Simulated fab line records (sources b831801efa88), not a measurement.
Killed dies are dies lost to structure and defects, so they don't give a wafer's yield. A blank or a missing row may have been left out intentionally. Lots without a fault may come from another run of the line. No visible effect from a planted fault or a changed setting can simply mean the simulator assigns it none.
What tool caused it? :: flow gf180mcu :: Sampling: 13 lots, 39 wafers, 5 of 602 route steps

## WHAT EACH GAUGE READ, for each wafer
GF_VT_IMPLANT_OVL_MEAS_40.
lot: L990
measured: day 7 18:10
on: overlay-02
VT_IMPLANT_03_OVL (nm): 0.5 -1.1 0.7

lot: L992
measured: day 8 05:41
on: overlay-02
VT_IMPLANT_03_OVL (nm): -1.4 -3.5 -3.7

lot: L993
measured: day 8 13:26
on: overlay-02
VT_IMPLANT_03_OVL (nm): -3.8 0.4 -0.3

lot: L994
measured: day 8 19:27
on: overlay-02
VT_IMPLANT_03_OVL (nm): -1.4 -0.8 -2.0

lot: L997
measured: day 9 16:06
on: overlay-02
VT_IMPLANT_03_OVL (nm): 0.3 -0.3 0.8

lot: L998
measured: day 9 22:23
on: overlay-01
VT_IMPLANT_03_OVL (nm): -1.4 -0.3 1.6

lot: L999
measured: day 10 07:48
on: overlay-02
VT_IMPLANT_03_OVL (nm): -2.8 -1.9 -0.7

lot: L102
measured: day 10 23:55
on: overlay-01
VT_IMPLANT_03_OVL (nm): -2.9 -2.7 -2.7

lot: L103
measured: day 11 07:20
on: overlay-01
VT_IMPLANT_03_OVL (nm): -1.4 -2.9 -2.9

lot: L104
measured: day 11 19:05
on: overlay-01
VT_IMPLANT_03_OVL (nm): 0.3 1.1 -0.6

lot: L109
measured: day 13 06:09
on: overlay-01
VT_IMPLANT_03_OVL (nm): -2.0 1.0 0.0

lot: L111
measured: day 13 21:03
on: overlay-02
VT_IMPLANT_03_OVL (nm): 0.7 -1.1 -1.2

lot: L113
measured: day 14 09:30
on: overlay-02
VT_IMPLANT_03_OVL (nm): -1.8 1.0 -0.6

GF_DUAL_GATE_THK_MEAS_03.
lot: L990
measured: day 7 22:40
on: film_metro-03
DUAL_GATE_OXIDATION_00_THK (nm): 11.05 10.74 10.89

lot: L992
measured: day 8 08:28
on: film_metro-01
DUAL_GATE_OXIDATION_00_THK (nm): 10.82 10.78 10.98

lot: L993
measured: day 8 16:07
on: film_metro-01
DUAL_GATE_OXIDATION_00_THK (nm): 11.18 10.98 11.00

lot: L994
measured: day 8 22:04
on: film_metro-02
DUAL_GATE_OXIDATION_00_THK (nm): 11.03 10.94 10.87

lot: L997
measured: day 10 01:29
on: film_metro-02
DUAL_GATE_OXIDATION_00_THK (nm): 10.93 10.92 11.06

lot: L998
measured: day 10 01:29
on: film_metro-01
DUAL_GATE_OXIDATION_00_THK (nm): 10.85 11.05 10.97

lot: L999
measured: day 10 10:25
on: film_metro-03
DUAL_GATE_OXIDATION_00_THK (nm): 10.98 10.67 10.96

lot: L102
measured: day 11 02:58
on: film_metro-02
DUAL_GATE_OXIDATION_00_THK (nm): 11.31 11.27 11.43

lot: L103
measured: day 11 10:52
on: film_metro-03
DUAL_GATE_OXIDATION_00_THK (nm): 11.04 11.00 11.19

lot: L104
measured: day 11 22:23
on: film_metro-03
DUAL_GATE_OXIDATION_00_THK (nm): 11.24 11.30 11.09

lot: L109
measured: day 13 09:47
on: film_metro-01
DUAL_GATE_OXIDATION_00_THK (nm): 11.04 11.06 10.98

lot: L111
measured: day 14 00:58
on: film_metro-02
DUAL_GATE_OXIDATION_00_THK (nm): 10.76 10.95 10.66

lot: L113
measured: day 14 12:08
on: film_metro-02
DUAL_GATE_OXIDATION_00_THK (nm): 10.63 10.86 10.90

GF_POLY_GATE_OVL_MEAS_11.
lot: L990
measured: day 9 10:23
on: overlay-02
POLY_GATE_OVL (nm): -10 -3 0

lot: L992
measured: day 9 22:32
on: overlay-02
POLY_GATE_OVL (nm): -1 1 1

lot: L993
measured: day 10 08:02
on: overlay-02
POLY_GATE_OVL (nm): 0 4 3

lot: L994
measured: day 10 19:43
on: overlay-02
POLY_GATE_OVL (nm): 2 -1 4

lot: L997
measured: day 11 20:46
on: overlay-01
POLY_GATE_OVL (nm): 2 3 -3

lot: L998
measured: day 11 20:26
on: overlay-02
POLY_GATE_OVL (nm): 0 6 6

lot: L999
measured: day 12 05:23
on: overlay-01
POLY_GATE_OVL (nm): -8 -3 -8

lot: L102
measured: day 12 21:40
on: overlay-01
POLY_GATE_OVL (nm): 4 1 -11

lot: L103
measured: day 13 04:46
on: overlay-01
POLY_GATE_OVL (nm): 0 0 -10

lot: L104
measured: day 13 17:59
on: overlay-02
POLY_GATE_OVL (nm): -4 4 1

lot: L109
measured: day 15 07:23
on: overlay-01
POLY_GATE_OVL (nm): -6 -2 -9

lot: L111
measured: day 15 23:55
on: overlay-02
POLY_GATE_OVL (nm): -1 1 2

lot: L113
measured: day 16 12:20
on: overlay-01
POLY_GATE_OVL (nm): 3 9 4

GF_POLY_GATE_CD_MEAS_18.
lot: L990
measured: day 9 17:14
on: cd_sem-02
cd_nm (nm): 282.1 281.5 279.1

lot: L992
measured: day 10 02:53
on: cd_sem-01
cd_nm (nm): 281.5 281.7 281.1

lot: L993
measured: day 10 09:40
on: cd_sem-01
cd_nm (nm): 280.2 278.4 282.3

lot: L994
measured: day 11 00:11
on: cd_sem-02
cd_nm (nm): 280.0 279.7 279.5

lot: L997
measured: day 11 22:49
on: cd_sem-02
cd_nm (nm): 278.8 277.1 275.0

lot: L998
measured: day 11 22:49
on: cd_sem-01
cd_nm (nm): 277.3 279.9 277.6

lot: L999
measured: day 12 07:16
on: cd_sem-01
cd_nm (nm): 282.5 281.0 279.4

lot: L102
measured: day 12 23:17
on: cd_sem-01
cd_nm (nm): 278.5 278.0 278.9

lot: L103
measured: day 13 06:52
on: cd_sem-01
cd_nm (nm): 282.4 281.3 284.6

lot: L104
measured: day 13 19:51
on: cd_sem-02
cd_nm (nm): 286.0 284.5 288.1

lot: L109
measured: day 15 09:01
on: cd_sem-01
cd_nm (nm): 280.9 282.8 280.4

lot: L111
measured: day 16 02:19
on: cd_sem-02
cd_nm (nm): 278.2 281.6 281.0

lot: L113
measured: day 16 14:01
on: cd_sem-02
cd_nm (nm): 279.9 279.5 279.9

## TOOL THAT RAN EACH LOT (tool first, then ch and the chambers of the sampled wafers, then the start)
lot: L990
GF_POLY_GATE_ETCH_12: rie_diel-01 ch 0,1,3, day 9 10:24

lot: L992
GF_POLY_GATE_ETCH_12: rie_diel-01 ch 1,3, day 9 22:34

lot: L993
GF_POLY_GATE_ETCH_12: rie_diel-04 ch 0,1,2, day 10 08:04

lot: L994
GF_POLY_GATE_ETCH_12: rie_diel-01 ch 0,1, day 10 19:45

lot: L997
GF_POLY_GATE_ETCH_12: rie_diel-04 ch 1,2,3, day 11 20:47

lot: L998
GF_POLY_GATE_ETCH_12: rie_diel-02 ch 0,3, day 11 20:28

lot: L999
GF_POLY_GATE_ETCH_12: rie_diel-04 ch 0,2,3, day 12 05:25

lot: L102
GF_POLY_GATE_ETCH_12: rie_diel-01 ch 0,1, day 12 21:41

lot: L103
GF_POLY_GATE_ETCH_12: rie_diel-04 ch 0,1,2, day 13 04:48

lot: L104
GF_POLY_GATE_ETCH_12: rie_diel-04 ch 1,2,3, day 13 18:01

lot: L109
GF_POLY_GATE_ETCH_12: rie_diel-01 ch 1,2,3, day 15 07:25

lot: L111
GF_POLY_GATE_ETCH_12: rie_diel-01 ch 0,1,2, day 15 23:56

lot: L113
GF_POLY_GATE_ETCH_12: rie_diel-01 ch 1,2,3, day 16 12:21
- GF_POLY_GATE_ETCH_12: etches BARC in N2/H2.

## WHAT THE TOOLS THEMSELVES READ (means of the sampled wafers that have a number; where no wafer has one, the mark that the record gives instead)
GF_POLY_GATE_ETCH_12.
lot: L990
tool: rie_diel-01
drypump_motor_current_A (A): 5.3
oes_product_au (a.u.): 0.736
rf_fwd_power_W (W): 496.3
throttle_valve_pct (%): 13.213

lot: L992
tool: rie_diel-01
drypump_motor_current_A (A): 5.1
oes_product_au (a.u.): 0.734
rf_fwd_power_W (W): 495.7
throttle_valve_pct (%): 13.216

lot: L993
tool: rie_diel-04
drypump_motor_current_A (A): 5.5
oes_product_au (a.u.): 0.737
rf_fwd_power_W (W): 495.3
throttle_valve_pct (%): 13.207

lot: L994
tool: rie_diel-01
drypump_motor_current_A (A): 5.3
oes_product_au (a.u.): 0.736
rf_fwd_power_W (W): 495.7
throttle_valve_pct (%): 13.208

lot: L997
tool: rie_diel-04
drypump_motor_current_A (A): 5.9
oes_product_au (a.u.): 0.737
rf_fwd_power_W (W): 494.5
throttle_valve_pct (%): 13.215

lot: L998
tool: rie_diel-02
drypump_motor_current_A (A): 6.1
oes_product_au (a.u.): 0.734
rf_fwd_power_W (W): 496.3
throttle_valve_pct (%): 13.204

lot: L999
tool: rie_diel-04
drypump_motor_current_A (A): 5.9
oes_product_au (a.u.): 0.737
rf_fwd_power_W (W): 494.2
throttle_valve_pct (%): 13.220

lot: L102
tool: rie_diel-01
drypump_motor_current_A (A): 5.3
oes_product_au (a.u.): 0.738
rf_fwd_power_W (W): 494.8
throttle_valve_pct (%): 13.215

lot: L103
tool: rie_diel-04
drypump_motor_current_A (A): 5.6
oes_product_au (a.u.): 0.733
rf_fwd_power_W (W): 294.1
throttle_valve_pct (%): 13.211

lot: L104
tool: rie_diel-04
drypump_motor_current_A (A): 5.9
oes_product_au (a.u.): 0.741
rf_fwd_power_W (W): 296.6
throttle_valve_pct (%): 13.212

lot: L109
tool: rie_diel-01
drypump_motor_current_A (A): 5.3
oes_product_au (a.u.): 0.735
rf_fwd_power_W (W): 495.8
throttle_valve_pct (%): 13.220

lot: L111
tool: rie_diel-01
drypump_motor_current_A (A): 5.4
oes_product_au (a.u.): 0.738
rf_fwd_power_W (W): 496.4
throttle_valve_pct (%): 13.209

lot: L113
tool: rie_diel-01
drypump_motor_current_A (A): 5.3
oes_product_au (a.u.): 0.738
rf_fwd_power_W (W): 495.1
throttle_valve_pct (%): 13.210

## THE ANSWER, worked out from the rows above alone
Rule: the usual values come from the lots themselves. Put in order of their means at a reading, lots are off if they are a third of the lots or fewer, leave a main group of 4 or more, and stand apart from it by a gap of 3 or more times the standard deviation of the main group's means; of several such gaps the widest counts. Not used: any main group whose means are identical at the precision the tables above print for the reading. Also off: a lot with no number at a reading for which 4 or more lots have one. Where the step has rows for the other lots, those lots are counted as sound. Order of review: gauges by route order, followed by the tools' own readings, for which a lot's mean as printed above is used. The first step at which some lot is off is used, and at that step the reading that is off furthest; a lot without a number counts as furthest.
Off at GF_POLY_GATE_ETCH_12 (rf_fwd_power_W): L103, L104. The main group has a mean of 495.5 W with a standard deviation of 0.72.
If a tool, at that step or one of the process steps before it, ran each lot that is off and ran no sound lot following the first of them, it fits. One candidate fits, namely rie_diel-04 at GF_POLY_GATE_ETCH_12. A fault onset in the window from L999 (day 12 05:25, its last sound lot) to L103 (day 13 04:48, its first lot off) fits.
On the lots that are off, the tool's own readings at GF_POLY_GATE_ETCH_12 differ by more than 5 times the standard deviation of the sound lots' means, which bears it out; rf_fwd_power_W reads 295.4 W there versus 495.5 W on the sound lots.

## WHAT THE SIMULATOR HAD INSERTED
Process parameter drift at GF_POLY_GATE_ETCH_12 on rie_diel-04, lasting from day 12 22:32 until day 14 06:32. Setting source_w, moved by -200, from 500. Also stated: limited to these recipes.
Struck lots among those shown: L103, L104. The rule above reached the same finding.
